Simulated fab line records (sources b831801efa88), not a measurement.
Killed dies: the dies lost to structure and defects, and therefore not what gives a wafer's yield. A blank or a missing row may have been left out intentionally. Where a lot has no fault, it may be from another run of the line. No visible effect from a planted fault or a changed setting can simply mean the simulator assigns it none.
Problem report, 8D (eight disciplines) form, completed by code / flow gf180mcu / the parts of the form that need people (team, actions taken, sign-off) are left out

1. THE PROBLEM
Across 3 wafers from 2 lots, PASSIVATION_CVD_00_THK at GF_PASSIVATION_THK_MEAS_01 averages 799 nm, while fault-free wafers read 996 nm with a standard deviation of 12. That puts it -16 standard deviations away from the usual mean.
First seen on wafer L907.1, day 30 01:44, on film_metro-04. The record holds 33 wafers of 11 lots with a number at this step. By rule, "out" or "out of limits" means more than 4 standard deviations away from the usual mean. Any other wafer with a number is counted as sound.

2. WHAT IT IS, AND WHAT IT ISN'T
question=which readings at this step | is=PASSIVATION_CVD_00_THK | is not=-
question=which lots | is=L907, L909 | is not=L902, L903, L904, L905, L917, L918, L920, L923, L924
question=which wafers of those lots | is=L907.1, L909.1, L909.3 | is not=L907.5, L907.6, L909.2
question=read on which gauges | is=film_metro-01, film_metro-04 | is not=film_metro-03
question=when | is=from day 30 01:44 | is not=up to then (14 sound wafers); but 16 sound wafers of L909, L917, L918, L920, L923, L924 came after

3. WHAT RULES OUT EACH SUSPECT
Counting: if a tool at a process step up to the reading ran every lot that is out, it stays a suspect. Sound lots after the first of them don't rule it out here, since some wafers of a struck lot are sound.
- the gauge at GF_PASSIVATION_THK_MEAS_01 has been ruled out. 2 gauges (film_metro-01, film_metro-04) read the wafers that are out.
- pvd_sputter-01 at GF_TOP_METAL_SPUTTER_03 (material Ti, target thk 5 nm, time 3.3 s): kept. Ran every lot that is out, first one L907 (day 29 05:56); last sound lot up to then L905 (day 28 11:29).
- pecvd-01 at GF_PASSIVATION_CVD_00 (deposits SiO2 from TEOS, target thk 1000 nm, time 111.95 s): kept. Ran every lot that is out, first one L907 (day 30 01:39); last sound lot up to then L905 (day 29 07:25). Out on those wafers are its own readings of run_length_s.
What counting leaves: pvd_sputter-01 at GF_TOP_METAL_SPUTTER_03 and pecvd-01 at GF_PASSIVATION_CVD_00.

4. THE CAUSE (what the simulator had put in)
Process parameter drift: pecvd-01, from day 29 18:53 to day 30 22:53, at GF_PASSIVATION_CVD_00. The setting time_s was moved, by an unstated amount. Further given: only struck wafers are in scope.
Of the 2 suspects that counting leaves, this tool is one.

5. THE CHAIN OF EFFECTS, in route order
Each row: a reading where the mean over the struck wafers with a number is more than 3 standard deviations away from the usual. Scope: only readings with a usual standard deviation given in the record; hours: median across lots of the time from each lot's start at the first step in this table that gives one to its start at this step; sigmas: change in usual standard deviations.
hours=0; step=GF_PASSIVATION_CVD_00; reading=run_length_s; usual=139.8 s; on struck wafers=118.1; change=-21.7; sigmas=-43
hours=0; step=GF_PASSIVATION_THK_MEAS_01; reading=PASSIVATION_CVD_00_THK; usual=996 nm; on struck wafers=799; change=-197; sigmas=-16
hours=18; step=GF_PASSIVATION_ETCH_11; reading=oes_product_au; usual=0.960 a.u.; on struck wafers=0.895; change=-0.065; sigmas=-8.8
It contains these process steps:
- GF_PASSIVATION_CVD_00: deposits SiO2 from TEOS, target thk 1000 nm, time 111.95 s.
- GF_PASSIVATION_ETCH_11: etches the open film in CF4/O2, stops on TiN, target depth 1800 nm, time 400 s.
Readings that are blank on the struck wafers while sound wafers have them: susceptor_temp_C at GF_PASSIVATION_CVD_00.

6. WHAT WOULD HAVE CAUGHT IT SOONER
Counted from the fault's start at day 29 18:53, it took 7 hours until the first out-of-limits reading at a measuring or inspecting step in this record, taken at day 30 01:44.
At GF_PASSIVATION_CVD_00, the tool's own readings (run_length_s) were out on each struck wafer the step has a row for, so an alarm limit on them would have fired on the first such wafer.
L909, from the lots that are out (2), started GF_PASSIVATION_CVD_00 on pecvd-01 later than day 30 01:44. A hold on the tool at that time would have spared it.
